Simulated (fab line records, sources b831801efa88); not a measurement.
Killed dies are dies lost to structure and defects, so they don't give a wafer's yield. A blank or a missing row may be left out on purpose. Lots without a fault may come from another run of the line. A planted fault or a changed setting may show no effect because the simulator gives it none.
Problem report in the 8D (eight disciplines) form, filled by code | flow sky130 | the parts of the form that need people (team, actions taken, sign-off) are left out

1. THE PROBLEM
NWELL_TW at SKY_NWELL_TW_MEAS_15 reads a mean of 2164 on 6 wafers of 2 lots; wafers without a fault read 1814 with a standard deviation of 28. That is +13 standard deviations from the usual mean.
First seen on wafer L193.1, day 8 06:40, on film_metro-01. The record holds 33 wafers of 11 lots with a number at this step. Rule for "out", or "out of limits": more than 4 standard deviations from the usual mean. The other wafers with a number count as sound.

2. WHAT IT IS AND WHAT IT IS NOT
question                    | is                     | is not
which readings at this step | NWELL_TW               | -
which lots                  | L193, L194             | L179, L183, L186, L187, L188, L189, L191, L200, L201
which wafers of those lots  | all that have a number | -
read on which gauges        | film_metro-01          | film_metro-03, film_metro-04
when                        | from day 8 06:40       | up to then (21 sound wafers); but 6 sound wafers of L200, L201 came after

3. SUSPECTS, AND WHAT RULES EACH OUT
Counting: a tool at a process step up to the reading stays a suspect if it ran every lot that is out and no sound lot after the first of them.
- the gauge at SKY_NWELL_TW_MEAS_15: ruled out. All the wafers that are out were read on film_metro-01, but those of them that SKY_NWELL_IMPLANT_11 has rows for are out there too, on other tools.
- implanter-04 at SKY_NWELL_IMPLANT_11: kept. It ran every lot that is out, first L193 (day 8 06:07), and no sound lot after that; its last sound lot up to then is L191 (day 7 14:40). Its own readings are out on those wafers: beam_on_s, dose_ions_cm2, faraday_current_uA.
Left after counting: implanter-04 at SKY_NWELL_IMPLANT_11.

4. THE CAUSE (what the simulator had put in)
Process parameter drift: implanter-04, from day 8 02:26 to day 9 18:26, at SKY_NWELL_IMPLANT_11. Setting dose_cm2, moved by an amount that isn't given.
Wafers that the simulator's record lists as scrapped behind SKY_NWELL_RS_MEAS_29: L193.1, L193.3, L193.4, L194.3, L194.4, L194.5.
Counting left only this tool.

5. THE CHAIN OF EFFECTS, in route order
Each row: a reading whose mean over the struck wafers that have a number lies more than 3 standard deviations from the usual. Only readings for which the record gives a usual standard deviation are gone through. hours: the time from each lot's start at the first step in this table that gives one to its start at this step, as a median over the lots. sigmas: the change in usual standard deviations.
hours | step                 | reading            | usual        | on struck wafers | change      | sigmas
0     | SKY_NWELL_IMPLANT_11 | beam_on_s          | 9.99 s       | 13.34            | +3.35       | +16
0     | SKY_NWELL_IMPLANT_11 | dose_ions_cm2      | 1.9002e+13   | 3.6456e+13       | +1.7454e+13 | +99 or more
0     | SKY_NWELL_IMPLANT_11 | faraday_current_uA | 107.3        | 154.2            | +46.9       | +21
1     | SKY_NWELL_TW_MEAS_15 | NWELL_TW           | 1814         | 2164             | +350        | +13
22    | SKY_NWELL_RS_MEAS_29 | NWELL_RS           | 624.2 ohm/sq | 440.8            | -183.4      | -99 or more
The process steps in it:
- SKY_NWELL_IMPLANT_11

6. WHAT WOULD HAVE CAUGHT IT SOONER
In this record the first reading out of limits at a measuring or inspecting step was taken at day 8 06:40, 4 hours after the fault began at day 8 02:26.
The tool's own readings at SKY_NWELL_IMPLANT_11 were out on every struck wafer that the step has a row for (beam_on_s, dose_ions_cm2, faraday_current_uA): an alarm limit on them would have fired on the first of those.
Of the lots that are out (2), L194 began SKY_NWELL_IMPLANT_11 on implanter-04 after day 8 06:40. A hold on the tool at that time would have spared it.
